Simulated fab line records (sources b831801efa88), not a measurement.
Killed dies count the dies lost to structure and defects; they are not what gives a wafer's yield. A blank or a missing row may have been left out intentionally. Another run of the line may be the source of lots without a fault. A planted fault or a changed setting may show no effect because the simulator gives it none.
Which tool is to blame? || flow gf180mcu || Sampling: 14 lots, 42 wafers, 5 of 602 route steps

WHAT THE GAUGES SHOWED, per wafer
GF_HV_LDD_OVL_MEAS_08.
{"lot": "L315", "measured": "day 9 20:27", "on": "overlay-02", "HV_LDD_OVL (nm)": "-1.4 -1.8 -3.1"}
{"lot": "L316", "measured": "day 10 01:50", "on": "overlay-02", "HV_LDD_OVL (nm)": "-4.1 -2.5 -2.1"}
{"lot": "L317", "measured": "day 10 13:07", "on": "overlay-01", "HV_LDD_OVL (nm)": "1.5 -0.8 -0.8"}
{"lot": "L321", "measured": "day 11 19:45", "on": "overlay-02", "HV_LDD_OVL (nm)": "-0.4 0.5 1.1"}
{"lot": "L322", "measured": "day 12 02:52", "on": "overlay-02", "HV_LDD_OVL (nm)": "-3.3 -1.5 -1.9"}
{"lot": "L323", "measured": "day 12 18:53", "on": "overlay-01", "HV_LDD_OVL (nm)": "-4.1 -3.5 -2.2"}
{"lot": "L324", "measured": "day 13 12:05", "on": "overlay-01", "HV_LDD_OVL (nm)": "-2.9 -0.5 -1.7"}
{"lot": "L327", "measured": "day 13 20:41", "on": "overlay-02", "HV_LDD_OVL (nm)": "-0.1 0.8 -0.7"}
{"lot": "L326", "measured": "day 14 02:52", "on": "overlay-02", "HV_LDD_OVL (nm)": "1.1 0.2 2.3"}
{"lot": "L333", "measured": "day 15 14:38", "on": "overlay-02", "HV_LDD_OVL (nm)": "-0.9 -0.8 0.7"}
{"lot": "L334", "measured": "day 15 20:23", "on": "overlay-02", "HV_LDD_OVL (nm)": "-1.0 -2.4 -1.5"}
{"lot": "L336", "measured": "day 16 14:52", "on": "overlay-01", "HV_LDD_OVL (nm)": "-2.2 -2.2 -1.2"}
{"lot": "L337", "measured": "day 16 23:08", "on": "overlay-02", "HV_LDD_OVL (nm)": "-0.2 0.9 1.7"}
{"lot": "L338", "measured": "day 17 05:40", "on": "overlay-02", "HV_LDD_OVL (nm)": "1.5 0.2 1.3"}

GF_HV_LDD_THK_MEAS_55.
{"lot": "L315", "measured": "day 12 06:26", "on": "film-metro-03", "HV_LDD_CVD_54_THK (nm)": "10.03 10.06 10.11"}
{"lot": "L316", "measured": "day 12 11:35", "on": "film-metro-04", "HV_LDD_CVD_54_THK (nm)": "9.94 10.02 9.97"}
{"lot": "L317", "measured": "day 13 00:22", "on": "film-metro-04", "HV_LDD_CVD_54_THK (nm)": "9.95 9.94 10.00"}
{"lot": "L321", "measured": "day 14 11:40", "on": "film-metro-04", "HV_LDD_CVD_54_THK (nm)": "10.05 10.18 10.14"}
{"lot": "L322", "measured": "day 14 18:59", "on": "film-metro-03", "HV_LDD_CVD_54_THK (nm)": "10.22 10.10 10.28"}
{"lot": "L323", "measured": "day 15 12:03", "on": "film-metro-01", "HV_LDD_CVD_54_THK (nm)": "10.10 10.16 9.96"}
{"lot": "L324", "measured": "day 16 06:26", "on": "film-metro-01", "HV_LDD_CVD_54_THK (nm)": "10.21 10.21 10.08"}
{"lot": "L327", "measured": "day 16 16:11", "on": "film-metro-01", "HV_LDD_CVD_54_THK (nm)": "10.08 10.05 10.08"}
{"lot": "L326", "measured": "day 16 22:32", "on": "film-metro-03", "HV_LDD_CVD_54_THK (nm)": "10.29 10.39 10.19"}
{"lot": "L333", "measured": "day 18 14:23", "on": "film-metro-03", "HV_LDD_CVD_54_THK (nm)": "10.17 10.29 10.10"}
{"lot": "L334", "measured": "day 18 19:56", "on": "film-metro-03", "HV_LDD_CVD_54_THK (nm)": "10.01 9.93 10.00"}
{"lot": "L336", "measured": "day 19 17:53", "on": "film-metro-01", "HV_LDD_CVD_54_THK (nm)": "9.97 10.11 10.08"}
{"lot": "L337", "measured": "day 20 02:17", "on": "film-metro-01", "HV_LDD_CVD_54_THK (nm)": "9.91 10.10 10.08"}
{"lot": "L338", "measured": "day 20 07:31", "on": "film-metro-01", "HV_LDD_CVD_54_THK (nm)": "10.02 10.08 9.93"}

GF_NSD_CD_MEAS_07 targets a cd of 400 nm.
{"lot": "L315", "measured": "day 13 04:47", "on": "cd-sem-01", "cd-nm (nm)": "397.5 395.6 395.3"}
{"lot": "L316", "measured": "day 13 09:13", "on": "cd-sem-01", "cd-nm (nm)": "400.2 402.1 402.2"}
{"lot": "L317", "measured": "day 13 22:07", "on": "cd-sem-01", "cd-nm (nm)": "400.5 400.3 399.2"}
{"lot": "L321", "measured": "day 15 09:59", "on": "cd-sem-01", "cd-nm (nm)": "395.7 397.1 398.6"}
{"lot": "L322", "measured": "day 15 18:38", "on": "cd-sem-01", "cd-nm (nm)": "405.8 404.2 406.6"}
{"lot": "L323", "measured": "day 16 10:59", "on": "cd-sem-02", "cd-nm (nm)": "400.7 399.3 400.8"}
{"lot": "L324", "measured": "day 17 06:51", "on": "cd-sem-02", "cd-nm (nm)": "403.8 402.9 404.0"}
{"lot": "L327", "measured": "day 17 16:22", "on": "cd-sem-02", "cd-nm (nm)": "403.2 403.2 401.2"}
{"lot": "L326", "measured": "day 18 00:16", "on": "cd-sem-02", "cd-nm (nm)": "399.4 397.5 396.6"}
{"lot": "L333", "measured": "day 19 16:34", "on": "cd-sem-01", "cd-nm (nm)": "396.4 398.7 398.1"}
{"lot": "L334", "measured": "day 19 21:37", "on": "cd-sem-02", "cd-nm (nm)": "403.5 400.6 401.8"}
{"lot": "L336", "measured": "day 20 19:19", "on": "cd-sem-01", "cd-nm (nm)": "383.9 384.5 384.3"}
{"lot": "L337", "measured": "day 21 03:59", "on": "cd-sem-01", "cd-nm (nm)": "386.9 384.5 386.4"}
{"lot": "L338", "measured": "day 21 08:57", "on": "cd-sem-01", "cd-nm (nm)": "397.0 396.9 397.2"}

GF_PSD_RS_MEAS_14: measurement is done with a four-point probe.
{"lot": "L315", "measured": "day 14 01:44", "on": "film-metro-01", "NSD_RS (ohm/sq)": "45.97 45.98 45.96"}
{"lot": "L316", "measured": "day 14 07:00", "on": "film-metro-03", "NSD_RS (ohm/sq)": "46.10 46.09 46.10"}
{"lot": "L317", "measured": "day 14 20:12", "on": "film-metro-03", "NSD_RS (ohm/sq)": "46.32 46.23 46.34"}
{"lot": "L321", "measured": "day 16 08:48", "on": "film-metro-03", "NSD_RS (ohm/sq)": "46.10 46.09 46.14"}
{"lot": "L322", "measured": "day 16 16:49", "on": "film-metro-03", "NSD_RS (ohm/sq)": "46.10 46.09 46.20"}
{"lot": "L323", "measured": "day 17 10:13", "on": "film-metro-01", "NSD_RS (ohm/sq)": "46.15 46.14 46.07"}
{"lot": "L324", "measured": "day 18 06:54", "on": "film-metro-02", "NSD_RS (ohm/sq)": "46.08 46.10 46.06"}
{"lot": "L327", "measured": "day 18 16:56", "on": "film-metro-01", "NSD_RS (ohm/sq)": "46.04 46.04 46.14"}
{"lot": "L326", "measured": "day 19 01:34", "on": "film-metro-01", "NSD_RS (ohm/sq)": "46.10 46.05 46.16"}
{"lot": "L333", "measured": "day 20 17:47", "on": "film-metro-01", "NSD_RS (ohm/sq)": "46.16 46.07 46.13"}
{"lot": "L334", "measured": "day 20 22:58", "on": "film-metro-01", "NSD_RS (ohm/sq)": "46.14 46.09 46.11"}
{"lot": "L336", "measured": "day 21 20:23", "on": "film-metro-03", "NSD_RS (ohm/sq)": "46.18 46.22 46.23"}
{"lot": "L337", "measured": "day 22 03:52", "on": "film-metro-02", "NSD_RS (ohm/sq)": "46.09 46.10 46.12"}
{"lot": "L338", "measured": "day 22 09:04", "on": "film-metro-01", "NSD_RS (ohm/sq)": "46.08 46.16 46.22"}

WHAT TOOL EACH LOT RAN ON (gives the tool, then ch and the chambers of the sampled wafers, and finally the start)
{"lot": "L315", "GF_NSD_EXPOSE_04": "iline-stepper-02 ch 0, day 12 19:17"}
{"lot": "L316", "GF_NSD_EXPOSE_04": "iline-stepper-02 ch 0, day 12 22:49"}
{"lot": "L317", "GF_NSD_EXPOSE_04": "iline-stepper-01 ch 0, day 13 12:41"}
{"lot": "L321", "GF_NSD_EXPOSE_04": "iline-stepper-02 ch 0, day 14 23:32"}
{"lot": "L322", "GF_NSD_EXPOSE_04": "iline-stepper-02 ch 0, day 15 08:04"}
{"lot": "L323", "GF_NSD_EXPOSE_04": "iline-stepper-02 ch 0, day 16 00:08"}
{"lot": "L324", "GF_NSD_EXPOSE_04": "iline-stepper-01 ch 0, day 16 19:26"}
{"lot": "L327", "GF_NSD_EXPOSE_04": "iline-stepper-01 ch 0, day 17 05:22"}
{"lot": "L326", "GF_NSD_EXPOSE_04": "iline-stepper-02 ch 0, day 17 12:59"}
{"lot": "L333", "GF_NSD_EXPOSE_04": "iline-stepper-01 ch 0, day 19 04:15"}
{"lot": "L334", "GF_NSD_EXPOSE_04": "iline-stepper-02 ch 0, day 19 09:23"}
{"lot": "L336", "GF_NSD_EXPOSE_04": "iline-stepper-02 ch 0, day 20 07:32"}
{"lot": "L337", "GF_NSD_EXPOSE_04": "iline-stepper-02 ch 0, day 20 16:14"}
{"lot": "L338", "GF_NSD_EXPOSE_04": "iline-stepper-01 ch 0, day 20 21:17"}
- GF_NSD_EXPOSE_04: exposes mask Nplus, target cd 400 nm.

AS READ BY THE TOOLS THEMSELVES (means over the sampled wafers that have a number; for cases with no such wafer, the mark the record gives instead)
GF_NSD_EXPOSE_04.
{"lot": "L315", "tool": "iline-stepper-02", "exposure-dose-mJ-cm2": 139.91}
{"lot": "L316", "tool": "iline-stepper-02", "exposure-dose-mJ-cm2": 140.12}
{"lot": "L317", "tool": "iline-stepper-01", "exposure-dose-mJ-cm2": 139.88}
{"lot": "L321", "tool": "iline-stepper-02", "exposure-dose-mJ-cm2": 140.07}
{"lot": "L322", "tool": "iline-stepper-02", "exposure-dose-mJ-cm2": 139.87}
{"lot": "L323", "tool": "iline-stepper-02", "exposure-dose-mJ-cm2": 139.91}
{"lot": "L324", "tool": "iline-stepper-01", "exposure-dose-mJ-cm2": 139.99}
{"lot": "L327", "tool": "iline-stepper-01", "exposure-dose-mJ-cm2": 140.01}
{"lot": "L326", "tool": "iline-stepper-02", "exposure-dose-mJ-cm2": 139.92}
{"lot": "L333", "tool": "iline-stepper-01", "exposure-dose-mJ-cm2": 139.95}
{"lot": "L334", "tool": "iline-stepper-02", "exposure-dose-mJ-cm2": 140.00}
{"lot": "L336", "tool": "iline-stepper-02", "exposure-dose-mJ-cm2": 133.62}
{"lot": "L337", "tool": "iline-stepper-02", "exposure-dose-mJ-cm2": 133.45}
{"lot": "L338", "tool": "iline-stepper-01", "exposure-dose-mJ-cm2": 140.00}

THE ANSWER, worked out from the rows above alone
Rule: the usual values come from the lots themselves. The widest of any qualifying gaps counts: lots, ordered by their means at a reading, are off when they make up no more than a third of the lots, leave a main group of 4 or more, and stand apart from it by 3 or more times the standard deviation of that group's means. The tables above print the reading to a certain number of digits; a main group whose means all agree to those digits is not used. A lot without any number at a reading at which 4 lots or more have one is off too. Any other lot the step has rows for is counted as sound. Order of review: gauges by route order, followed by the tools' own readings, for which a lot's mean as printed above is used. At the first step where some lot is off, the reading lying furthest off is the one used; lots without a number count as furthest.
Off: L336, L337, at GF_NSD_CD_MEAS_07 (cd-nm). Main group: mean 400.1 nm, sd 2.9.
If a tool, at a process step before that reading, ran all the lots that are off and no sound lot after the first of them, it fits. Not tried: the gauges at GF_NSD_CD_MEAS_07; whatever is off there is also off at GF_NSD_EXPOSE_04, on other tools, and gauge error can't account for it. One fits: iline-stepper-02 at GF_NSD_EXPOSE_04. A fault onset in the window from L334 (day 19 09:23, its last sound lot) to L336 (day 20 07:32, its first lot off) fits.
On the lots that are off, the tool's own readings at GF_NSD_EXPOSE_04 differ by more than 5 times the standard deviation of the sound lots' means, which bears it out; exposure-dose-mJ-cm2 reads 133.53 there versus 139.97 on the sound lots.

WHAT WAS PUT IN BY THE SIMULATOR
Drift in process parameters on iline-stepper-02 at GF_NSD_EXPOSE_04, starting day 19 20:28. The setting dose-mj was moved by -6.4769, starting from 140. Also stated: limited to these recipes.
Struck lots among those shown: L336, L337. The rule above reached the same finding.
